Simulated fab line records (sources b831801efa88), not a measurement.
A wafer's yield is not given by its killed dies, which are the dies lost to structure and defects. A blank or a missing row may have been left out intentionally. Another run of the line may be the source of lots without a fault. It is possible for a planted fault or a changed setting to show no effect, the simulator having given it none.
Struck lot and sound lot, side by side :: flow gf180mcu :: 23 out of 602 route steps
Sound: wafers L736.4, L736.5, L736.6. The struck wafers were L744.2, L744.3, L744.6. The cause comes at the end.
At each step with rows: each side's tool, then ch and its chambers, then its first start. Under that, the readings that differ: sound wafers :: struck wafers :: difference of the means :: sigmas: that difference in standard deviations of wafers without a fault.
alike: a reading whose means differ by less than 2 such deviations, as well as words and numbers matching on both sides. not compared: withheld readings; readings where some wafer has no value; bounds like >300 that might hide an equal value; numbers whose values overlap and for which the record gives no deviation.
The two part at a step that has a row with sigmas, a row that says differs or no value, or rows on one side only. Non-overlapping numbers with no deviation appear without sigmas and do not part them. A reading that every wafer of one side lacks parts them only if that side has two wafers or more.

GF_V1_RS_MEAS_24: uses a four-point probe to measure.
  sound on film_metro-03 at day 21 18:52; struck on film_metro-02 at day 24 09:58
  alike: V1_W_RS
GF_V1_THK_MEAS_25: measures by xrf.
  sound on film_metro-03 at day 21 18:58; struck on film_metro-02 at day 24 10:04
reading: V1_W_THK (nm)
sound: 375 372 374
struck: 362 363 361
difference: -12
sigmas: -2
GF_V1_CMP_26: polishes, stops on SiO2, t overpolish 15 s, target thk 0 nm.
  sound on cmp-01 ch 1,2, day 21 18:59; struck on cmp-01 ch 0,1,2, day 24 10:10
  alike: motor_current_A, overpolish_run_s, time_to_endpoint_s
then, 1 step without rows for these wafers: GF_M2_SPUTTER_00 (material Ti, target thk 37.5 nm, time 150 s).
GF_M2_SPUTTER_01: material TiN, target thk 30 nm, time 25 s.
  sound on pvd_sputter-04 at day 21 19:23; struck on pvd_sputter-01 at day 24 10:31
  alike: throttle_valve_pct
GF_M2_SPUTTER_02: material AlCu, target thk 450 nm, time 23.9 s.
  sound on pvd_sputter-04 at day 21 19:25; struck on pvd_sputter-01 at day 24 10:33
  alike: throttle_valve_pct
GF_M2_SPUTTER_03: material Ti, target thk 10 nm, time 6.7 s.
  sound on pvd_sputter-04 at day 21 19:27; struck on pvd_sputter-01 at day 24 10:35
  alike: throttle_valve_pct
GF_M2_SPUTTER_04: material TiN, target thk 50 nm, time 41.7 s.
  sound on pvd_sputter-04 at day 21 19:28; struck on pvd_sputter-01 at day 24 10:36
  alike: throttle_valve_pct
GF_M2_RS_MEAS_05: uses a four-point probe to measure.
  sound on film_metro-02 at day 21 19:34; struck on film_metro-01 at day 24 10:40
reading: M2_ALCU_RS (ohm/sq)
sound: 0.0695 0.0707 0.0704
struck: 0.0679 0.0689 0.0679
difference: -0.0020
sigmas: -2
GF_M2_THK_MEAS_06: measures by xrf.
  sound on film_metro-02 at day 21 19:40; struck on film_metro-01 at day 24 10:46
  alike: M2_ALCU_THK
then, 2 steps without rows for these wafers: GF_M2_DEHYDRATE_07 (time 60 s); GF_M2_HMDS_08 (prime time 60 s).
GF_M2_COAT_09: resist thk 1000 nm.
  sound on litho_track-01 ch 0, day 22 07:26; struck on litho_track-01 ch 0, day 24 21:17
reading: model.KrF_of_M2_COAT_09.thk_nm (nm)
sound: 998.8 999.4 995.2
struck: 1027 1023 1024
difference: +27
sigmas: 
then, 4 steps without rows for these wafers: GF_M2_SOFTBAKE_10 (time 60 s); GF_M2_EXPOSE_11 (exposes mask Metal2, target cd 280 nm); GF_M2_PEB_12 (peb time 90 s); GF_M2_DEVELOP_13 (develop time 60 s).
GF_M2_CD_MEAS_14: target cd 280 nm.
  sound on cd_sem-02 at day 22 18:52; struck on cd_sem-02 at day 25 08:20
reading: cd_nm (nm)
sound: 279.3 280.9 279.1
struck: 282.7 281.9 282.1
difference: +2.5
sigmas: +2
GF_M2_OVL_MEAS_15:
  sound on overlay-02 at day 22 18:57; struck on overlay-01 at day 25 08:26
reading: M2_OVL (nm)
sound: 11 3 7
struck: -4 -4 -6
difference: -12
sigmas: -3
GF_M2_METAL_ETCH_16: etches the open film in Cl2/BCl3, stops on SiO2, target depth 627.5 nm, time 104.6 s.
  sound on rie_metal-02 ch 1, day 22 19:05; struck on rie_metal-01 ch 0,1, day 25 08:28
reading: throttle_valve_pct (%)
sound: 28.260 28.258 28.251
struck: 28.241 28.233 28.227
difference: -0.023
sigmas: -2

reading: model.KrF_of_M2_COAT_09.thk_nm (nm)
sound: 733.2 732.3 730.6
struck: 763.4 756.6 762.6
difference: +28.8
sigmas: 
  alike: drypump_motor_current_A, oes_product_au
  not compared: rf_hours_counter_h
GF_M2_STRIP_17: strips in O2/N2.
  sound on plasma_asher-01 ch 0,1, day 22 19:13; struck on plasma_asher-02 ch 0,1, day 25 08:35
reading: strip_time_to_endpoint_s (s)
sound: 7.86 7.85 7.83
struck: 8.13 8.08 8.14
difference: +0.27
sigmas: +6
  alike: drypump_motor_current_A, heater_power_w, o2_flow_sccm, oes_product_au
  not compared: rf_hours_counter_h
then, 1 step without rows for these wafers: GF_M2_STRIP_18 (strips in post etch residue remover, time 1200 s).
-- the record jumps here: 8 days lie between the struck wafers' starts before and after (it left off in module M2 and takes up again in module PASSIVATION, whose first step shown is number 602 of the route) --
GF_PASSIVATION_PROBE_99:
  the record has rows for the struck wafers here (prober-01, day 33 18:47) and none for the sound ones

## WHERE THEY PART
At GF_V1_THK_MEAS_25 first; at GF_PASSIVATION_PROBE_99 last (within this record only).

WHY: what had been put in by the simulator
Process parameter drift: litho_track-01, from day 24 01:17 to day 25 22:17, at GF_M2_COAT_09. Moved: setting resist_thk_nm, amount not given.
